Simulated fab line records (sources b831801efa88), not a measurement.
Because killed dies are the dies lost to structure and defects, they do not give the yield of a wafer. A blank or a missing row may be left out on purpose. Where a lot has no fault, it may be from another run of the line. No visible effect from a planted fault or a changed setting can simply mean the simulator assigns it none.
Code-filled problem report in 8D (eight disciplines) form ; flow gf180mcu ; the parts of the form that need people (team, actions taken, sign-off) are left out

## 1. THE ISSUE
Mean V5_CVD_02_THK at GF_V5_THK_MEAS_03: 1362 nm over 6 wafers in 2 lots; fault-free wafers: 1453 nm, standard deviation 19. That is -4.8 standard deviations from the usual mean.
First observed at day 32 12:43: wafer L954.2, on film metro-03. The record holds 36 wafers of 12 lots with a number at this step. Rule for "out", or "out of limits": more than 4 standard deviations from the usual mean. All remaining wafers that have a number are taken as sound.

## 2. WHAT THIS IS AND IS NOT
question;is;is not
which readings at this step;V5_CVD_02_THK;-
which lots;L954, L955;L932, L933, L936, L937, L938, L940, L942, L943, L947, L951
which wafers of those lots;all that have a number;-
read on which gauges;film metro-02, film metro-03;film metro-01
when;from day 32 12:43;up to then (30 sound wafers)

## 3. SUSPECTS, AND WHAT RULES EACH OUT
Counting: a tool at any process step up to the reading remains a suspect when it ran all the lots that are out and ran no sound lot after the first of those.
- the gauge at GF_V5_THK_MEAS_03: ruled out. Those wafers that are out were read across 2 gauges (film metro-02, film metro-03).
- pecvd-01 at GF_V5_CVD_02 (deposits SiO2 from TEOS, target thk 1450 nm, time 163.28 s): kept. It ran every lot that is out, first L954 (day 32 12:37), and no sound lot after that; its last sound lot up to then is L951 (day 31 22:17). Its own rf fwd power W readings are out on those wafers.
After counting, what remains is pecvd-01 at GF_V5_CVD_02.

## 4. THE CAUSE (what the simulator had put in)
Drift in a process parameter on pecvd-01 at GF_V5_CVD_02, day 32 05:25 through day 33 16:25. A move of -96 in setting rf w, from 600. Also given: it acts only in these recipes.
The count eliminated every tool but this one.

## 5. SEQUENCE OF EFFECTS, ordered by route
One row per reading whose mean, taken over the struck wafers that have a number, lies over 3 standard deviations from the usual. Scope: only readings with a usual standard deviation given in the record; hours: median across lots of the time from each lot's start at the first step in this table that gives one to its start at this step; sigmas: change in usual standard deviations.
hours;step;reading;usual;on struck wafers;change;sigmas
0;GF_V5_CVD_02;rf fwd power W;597.7 W;502.0;-95.7;-48
0;GF_V5_THK_MEAS_03;V5_CVD_02_THK;1453 nm;1362;-91;-4.8
Here are the process steps it includes:
- GF_V5_CVD_02: deposits SiO2 from TEOS, target thk 1450 nm, time 163.28 s.

## 6. WHAT WOULD HAVE CAUGHT IT SOONER
7 hours passed between the start of the fault at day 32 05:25 and the first reading out of limits at a measuring or inspecting step in this record, taken at day 32 12:43.
Tool's own readings at GF_V5_CVD_02, rf fwd power W: out on all struck wafers the step has rows for; an alarm limit on them would have tripped on the first.
Of the lots that are out (2), L955 began GF_V5_CVD_02 on pecvd-01 after day 32 12:43. It would have been spared by a hold on the tool at that moment.
